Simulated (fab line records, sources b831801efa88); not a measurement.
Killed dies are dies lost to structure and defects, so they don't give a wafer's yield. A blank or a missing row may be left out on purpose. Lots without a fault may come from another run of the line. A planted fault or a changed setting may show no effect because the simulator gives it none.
Split-lot experiment | flow gf180mcu | 5 lots, 23 wafers read, on a route of 602 steps

THE SPLIT
At GF_NSD_COAT_02 (resist thk 1000 nm), the setting resist_thk_nm was moved away from the recipe's 1000 nm on 10 of the 23 wafers read, by -5.3% to +5.6%. The other wafers ran this setting at the recipe's value.

The reading is taken at the split's own step.

THE READING
NOVOLAK_of_NSD_COAT_02.thk_nm (the simulator's own value, which no gauge read), in nm, at GF_NSD_COAT_02 (resist thk 1000 nm). The file gives no usual value for it. The 13 wafers here that ran the recipe average 998.8 nm, standard deviation 2.2 nm.

wafer  | tool, chamber at the split | resist_thk_nm as run, nm | against the recipe | NOVOLAK_of_NSD_COAT_02.thk_nm, nm | against lot-mates on the recipe
L074.1 | litho_track-03, 0          | 1056                     | +5.6%              | 1057                              | +56.9
L074.2 | litho_track-03, 0          | 1000                     | recipe             | 999.3                             | -
L074.3 | litho_track-03, 0          | 1000                     | recipe             | 1001                              | -
L074.4 | litho_track-03, 0          | 1056                     | +5.6%              | 1054                              | +53.9
L074.5 | litho_track-03, 0          | 1056                     | +5.6%              | 1056                              | +55.9
L076.1 | litho_track-03, 0          | 984.4                    | -1.6%              | 984.6                             | -12.7
L076.3 | litho_track-03, 0          | 1000                     | recipe             | 998                               | -
L076.4 | litho_track-03, 0          | 1000                     | recipe             | 996.3                             | -
L076.5 | litho_track-03, 0          | 984.4                    | -1.6%              | 984.7                             | -12.6
L076.6 | litho_track-03, 0          | 1000                     | recipe             | 997.5                             | -
L079.1 | litho_track-03, 0          | 1000                     | recipe             | 997.6                             | -
L079.4 | litho_track-03, 0          | 1000                     | recipe             | 996.3                             | -
L079.5 | litho_track-03, 0          | 1000                     | recipe             | 1000                              | -
L080.1 | litho_track-01, 0          | 1000                     | recipe             | 1002                              | -
L080.3 | litho_track-01, 0          | 1000                     | recipe             | 1002                              | -
L080.2 | litho_track-01, 0          | 947.4                    | -5.3%              | 949.1                             | -52.9
L080.5 | litho_track-01, 0          | 947.4                    | -5.3%              | 948.3                             | -53.7
L080.6 | litho_track-01, 0          | 947.4                    | -5.3%              | 950.9                             | -51.1
L083.2 | litho_track-03, 0          | 948.1                    | -5.2%              | 942.7                             | -55.6
L083.3 | litho_track-03, 0          | 1000                     | recipe             | 1002                              | -
L083.4 | litho_track-03, 0          | 1000                     | recipe             | 997                               | -
L083.5 | litho_track-03, 0          | 948.1                    | -5.2%              | 944.9                             | -53.4
L083.6 | litho_track-03, 0          | 1000                     | recipe             | 995.9                             | -

THE FIT
A straight line over all 23 wafers: NOVOLAK_of_NSD_COAT_02.thk_nm changes by +9.98 nm for each +1% of resist_thk_nm; r = +1.00; the points scatter about the line by 2.5 nm.
The same after taking each lot's own level away (the mean of its wafers on the recipe; 23 wafers): +10 nm for each +1%; r = +1.00; scatter 1.9 nm.
On that fit, the largest move of resist_thk_nm shifts the reading by 56 nm.
The lots' own levels span 997.27 to 1002.00 nm, that is 2.1 times the standard deviation above.
So the lot-to-lot level changes the slope little: the two slopes agree.
Check: with one of the wafers moved furthest among these (+5.6%) left out of the fit, the line predicts +56 nm for it against its lot-mates. It came out at +56.9 nm against them.

OTHER SPLITS ON THESE WAFERS
These wafers also went through other splits before the reading. Each is held against what the fit with the lots' levels taken away leaves over:
other split on the same wafers          | wafers away from the commonest value | r with NOVOLAK_of_NSD_COAT_02.thk_nm (lot level and that fit taken away)
GF_VT_IMPLANT_IMPLANT_08 dose_cm2       | 8                                    | +0.26
GF_VT_IMPLANT_COAT_24 resist_thk_nm     | 7                                    | -0.11
GF_VT_IMPLANT_DEVELOP_28 develop_time_s | 7                                    | -0.25
GF_POLY_GATE_OXIDATION_16 temp_c        | 18                                   | -0.15
GF_HV_LDD_EXPOSE_04 dose_mj             | 9                                    | +0.12
GF_HV_LDD_IMPLANT_09 dose_cm2           | 7                                    | -0.11
GF_HV_LDD_EXPOSE_28 dose_mj             | 11                                   | -0.47
GF_HV_LDD_DEVELOP_30 develop_time_s     | 9                                    | -0.04
GF_HV_LDD_COAT_41 spin_rpm              | 11                                   | -0.09

THE FILE'S OWN FIT
NOVOLAK_of_NSD_COAT_02.thk_nm changes by +10.1 nm for each +1% of resist_thk_nm, r = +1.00.
